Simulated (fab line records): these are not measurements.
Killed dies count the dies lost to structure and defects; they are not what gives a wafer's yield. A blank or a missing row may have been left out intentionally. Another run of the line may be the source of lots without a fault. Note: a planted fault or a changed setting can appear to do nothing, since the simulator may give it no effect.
Chamber matching :: flow sky130 :: SKY_FIELD_ISO_ETCH_17 on rie-si-01 has 4 sister chambers
The step etches Si in HBr/Cl2/O2, target depth 342 nm, time 97.7 s. 14 wafers are shown with their chamber, then 7 later ones without.

WAFERS WITH THEIR CHAMBER
wafer: L299.2
chamber: 1
drypump-motor-current-A (A): 5.3
bias-w (W): 149.5
oes-product-au (a.u.): 0.993

wafer: L299.4
chamber: 0
drypump-motor-current-A (A): 6.7
bias-w (W): 150.0
oes-product-au (a.u.): 0.974

wafer: L299.5
chamber: 1
drypump-motor-current-A (A): 5.3
bias-w (W): 149.8
oes-product-au (a.u.): 0.984

wafer: L303.1
chamber: 1
drypump-motor-current-A (A): 5.2
bias-w (W): 150.3
oes-product-au (a.u.): 0.992

wafer: L303.4
chamber: 3
drypump-motor-current-A (A): 5.8
bias-w (W): 150.5
oes-product-au (a.u.): 0.997

wafer: L303.5
chamber: 2
drypump-motor-current-A (A): 5.6
bias-w (W): 150.3
oes-product-au (a.u.): 0.982

wafer: L305.1
chamber: 1
drypump-motor-current-A (A): 5.2
bias-w (W): 149.7
oes-product-au (a.u.): 0.995

wafer: L305.3
chamber: 0
drypump-motor-current-A (A): 6.7
bias-w (W): 149.9
oes-product-au (a.u.): 0.976

wafer: L305.4
chamber: 2
drypump-motor-current-A (A): 5.6
bias-w (W): 150.1
oes-product-au (a.u.): 1.002

wafer: L314.1
chamber: 1
drypump-motor-current-A (A): 5.2
bias-w (W): 149.9
oes-product-au (a.u.): 0.988

wafer: L314.3
chamber: 3
drypump-motor-current-A (A): 5.8
bias-w (W): 151.0
oes-product-au (a.u.): 1.004

wafer: L314.6
chamber: 3
drypump-motor-current-A (A): 5.8
bias-w (W): 150.3
oes-product-au (a.u.): 0.999

wafer: L315.2
chamber: 0
drypump-motor-current-A (A): 6.7
bias-w (W): 149.8
oes-product-au (a.u.): 0.982

wafer: L315.3
chamber: 1
drypump-motor-current-A (A): 5.3
bias-w (W): 150.0
oes-product-au (a.u.): 0.987

SIGNATURES (means of the wafers above)
reading: drypump-motor-current-A
chamber 0: 6.700
chamber 1: 5.250
chamber 2: 5.600
chamber 3: 5.800
scatter within a chamber: 0.0387

reading: bias-w
chamber 0: 149.900
chamber 1: 149.867
chamber 2: 150.200
chamber 3: 150.600
scatter within a chamber: 0.259

reading: oes-product-au
chamber 0: 0.97733
chamber 1: 0.98983
chamber 2: 0.99200
chamber 3: 1.00000
scatter within a chamber: 0.00589
Rule: for a wafer and a chamber, the distance is found by dividing, reading by reading, the gap between the wafer's reading and the chamber's mean by the reading's scatter, squaring, summing and taking the root. If the next closest chamber is less than 2 further off than the closest, the wafer can't be placed; otherwise it belongs to the closest. The scatter: the root of (the sum of the squares of (reading less its chamber's mean) over the shown wafers, divided by (wafers less chambers)).

WAFERS MISSING THEIR CHAMBER
wafer: L315.6
drypump-motor-current-A (A): 5.8
bias-w (W): 150.8
oes-product-au (a.u.): 1.015

wafer: L316.1
drypump-motor-current-A (A): 5.6
bias-w (W): 149.0
oes-product-au (a.u.): 0.988

wafer: L316.4
drypump-motor-current-A (A): 5.8
bias-w (W): 150.1
oes-product-au (a.u.): 1.009

wafer: L316.6
drypump-motor-current-A (A): 5.6
bias-w (W): 149.6
oes-product-au (a.u.): 0.981

wafer: L319.2
drypump-motor-current-A (A): 5.2
bias-w (W): 150.8
oes-product-au (a.u.): 0.999

wafer: L319.4
drypump-motor-current-A (A): 5.8
bias-w (W): 149.9
oes-product-au (a.u.): 0.995

wafer: L319.5
drypump-motor-current-A (A): 5.3
bias-w (W): 150.1
oes-product-au (a.u.): 0.999

WHICH CHAMBER EACH ONE RAN IN
wafer: L315.6
from the rows above: 3
in truth: 3

wafer: L316.1
from the rows above: 2
in truth: 2

wafer: L316.4
from the rows above: 3
in truth: 3

wafer: L316.6
from the rows above: 2
in truth: 2

wafer: L319.2
from the rows above: 1
in truth: 1

wafer: L319.4
from the rows above: 3
in truth: 3

wafer: L319.5
from the rows above: 1
in truth: 1
Placed correctly: 7 of 7. Can't be placed from these rows: 0. Wrongly placed: 0.
